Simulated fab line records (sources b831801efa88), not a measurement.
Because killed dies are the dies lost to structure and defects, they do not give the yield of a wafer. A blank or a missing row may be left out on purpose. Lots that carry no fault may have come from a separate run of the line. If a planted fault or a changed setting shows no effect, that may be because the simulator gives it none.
Problem report in the 8D (eight disciplines) form, filled by code    flow gf180mcu    the parts of the form that need people (team, actions taken, sign-off) are left out

== 1. WHAT IS WRONG ==
tilt_deg at GF_LVPWELL_IMPLANT_09 reads a mean of 8.533 degrees on 6 wafers of 2 lots; wafers without a fault read 0.003 degrees with a standard deviation of 0.019. That is +99 or more standard deviations from the usual mean.
The first sign was on wafer L294.1 at day 6 03:44, on implanter-03. The record holds 42 wafers of 14 lots with a number at this step. Rule for "out", or "out of limits": more than 4 standard deviations from the usual mean. All remaining wafers that have a number are taken as sound.

== 2. WHAT IT IS; WHAT IT IS NOT ==
question                     is                      is not
which readings at this step  tilt_deg                -
which lots                   L294, L295              L284, L285, L286, L292, L293, L297, L299, L300, L302, L304, L305, L306
which wafers of those lots   all that have a number  -
read on which tools          implanter-03            implanter-01, implanter-02
when                         from day 6 03:44        up to then (15 sound wafers); but 21 sound wafers of L297, L299, L300, L302, L304, L305, L306 came after

== 3. THE SUSPECTS, EACH WITH WHAT RULES IT OUT ==
Counting: a tool stays on the suspect list if, at a process step up to the reading, it processed all lots that are out and no sound lot following the first of them.
- implanter-03 at GF_LVPWELL_IMPLANT_09: kept. It ran every lot that is out, first L294 (day 6 03:44), and no sound lot after that. Out on those wafers are its own readings of tilt_deg.
The count leaves implanter-03 at GF_LVPWELL_IMPLANT_09.

== 4. THE CAUSE (what the simulator had put in) ==
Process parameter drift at GF_LVPWELL_IMPLANT_09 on implanter-03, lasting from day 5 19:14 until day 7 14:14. From 0, the setting tilt_deg moved by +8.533. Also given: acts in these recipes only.
This tool alone remained once counting was done.

== 5. THE CHAIN OF EFFECTS, in route order ==
Each row: a reading where the mean over the struck wafers with a number is more than 3 standard deviations away from the usual. Readings are gone through only where the record gives a usual standard deviation; hours: the median, over the lots, of the time from a lot's start at the first step in this table giving one to that lot's start at this step; sigmas: the change measured in usual standard deviations.
hours  step                   reading   usual          on struck wafers  change  sigmas
0      GF_LVPWELL_IMPLANT_09  tilt_deg  0.003 degrees  8.533             +8.530  +99 or more
Process steps it contains:
- GF_LVPWELL_IMPLANT_09
Readings that are blank on the struck wafers while sound wafers have them: LVPWELL_RS at GF_VT_IMPLANT_RS_MEAS_48.
Later steps that measure or inspect, where all struck wafers having a row at the step show a number for every such reading and not one has moved that far: GF_VT_IMPLANT_TW_MEAS_43.

== 6. HOW IT WOULD HAVE BEEN CAUGHT EARLIER ==
In this record no reading fell out of limits until day 6 03:44, 8 hours after the fault had begun at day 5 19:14.
